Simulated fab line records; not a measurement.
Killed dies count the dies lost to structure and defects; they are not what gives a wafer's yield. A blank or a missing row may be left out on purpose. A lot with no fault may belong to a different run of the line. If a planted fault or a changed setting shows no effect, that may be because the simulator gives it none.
The tool behind it: which one? + flow gf180mcu + 33 wafers from 11 lots sampled at 2 of the route's 602 steps

== WHAT THE GAUGES SHOWED, per wafer ==
GF_CONTACT_THK_MEAS_03.
| lot  | measured     | on            | CONTACT_CVD_02_THK (nm) |
|------|--------------|---------------|-------------------------|
| L157 | day 15 12:19 | film_metro-03 | 861 870 890             |
| L158 | day 16 03:05 | film_metro-02 | 859 863 854             |
| L162 | day 17 10:58 | film_metro-02 | 871 859 856             |
| L165 | day 18 11:32 | film_metro-02 | 541 865 847             |
| L167 | day 19 05:52 | film_metro-04 | 853 866 854             |
| L168 | day 19 16:34 | film_metro-03 | 850 869 875             |
| L173 | day 21 07:23 | film_metro-02 | 832 826 870             |
| L174 | day 21 18:17 | film_metro-03 | 858 859 877             |
| L175 | day 22 00:35 | film_metro-03 | 851 865 854             |
| L176 | day 22 09:28 | film_metro-03 | 847 851 866             |
| L177 | day 22 16:40 | film_metro-02 | 841 859 854             |

== EACH LOT AND THE TOOL THAT RAN IT (in order: tool; ch and the chambers of the sampled wafers; start) ==
| lot  | GF_CONTACT_CVD_02               |
|------|---------------------------------|
| L157 | pecvd-03 ch 0,1,2, day 15 12:14 |
| L158 | pecvd-02 ch 1,2, day 16 02:59   |
| L162 | pecvd-02 ch 0,1,2, day 17 10:53 |
| L165 | pecvd-03 ch 0,1, day 18 11:26   |
| L167 | pecvd-04 ch 0,1,2, day 19 05:47 |
| L168 | pecvd-02 ch 0,1,2, day 19 16:30 |
| L173 | pecvd-04 ch 1,2, day 21 07:18   |
| L174 | pecvd-03 ch 1,2, day 21 18:13   |
| L175 | pecvd-04 ch 0,1, day 22 00:31   |
| L176 | pecvd-04 ch 0,2, day 22 09:24   |
| L177 | pecvd-03 ch 0,2, day 22 16:36   |
- GF_CONTACT_CVD_02: deposits SiO2 from TEOS, target thk 860 nm, time 95.992 s.

== WHAT THE TOOLS THEMSELVES READ (means of the sampled wafers that have a number; where no wafer has one, the mark that the record gives instead) ==
GF_CONTACT_CVD_02.
| lot  | tool     | heater_power_w (W) |
|------|----------|--------------------|
| L157 | pecvd-03 | 688                |
| L158 | pecvd-02 | 636                |
| L162 | pecvd-02 | 704                |
| L165 | pecvd-03 | 739                |
| L167 | pecvd-04 | 561                |
| L168 | pecvd-02 | 718                |
| L173 | pecvd-04 | 555                |
| L174 | pecvd-03 | 565                |
| L175 | pecvd-04 | 536                |
| L176 | pecvd-04 | 574                |
| L177 | pecvd-03 | 565                |

== THE ANSWER, worked out from the rows above alone ==
Rule: usual is defined by the lots themselves. The widest of any qualifying gaps counts: lots, ordered by their means at a reading, are off when they make up no more than a third of the lots, leave a main group of 4 or more, and stand apart from it by 3 or more times the standard deviation of that group's means. If all means in a main group match to the digits the tables above print for the reading, that group is not used. A lot without any number at a reading at which 4 lots or more have one is off too. Where the step has rows for the other lots, those lots are counted as sound. After the gauges, taken in route order, come the tools' own readings; for these a lot's mean is taken, as printed above. At the first step where some lot is off, the reading lying furthest off is the one used; lots without a number count as furthest.
Off: L165, at GF_CONTACT_THK_MEAS_03 (CONTACT_CVD_02_THK). The main group: mean 859 nm, standard deviation 8.
A tool fits if, at a process step before that reading, it ran every lot that is off, and no sound lot after the first of them. Those tools and the gauges at GF_CONTACT_THK_MEAS_03 are tried in the same way. None of those tried fits.

== WHAT WAS PUT IN BY THE SIMULATOR ==
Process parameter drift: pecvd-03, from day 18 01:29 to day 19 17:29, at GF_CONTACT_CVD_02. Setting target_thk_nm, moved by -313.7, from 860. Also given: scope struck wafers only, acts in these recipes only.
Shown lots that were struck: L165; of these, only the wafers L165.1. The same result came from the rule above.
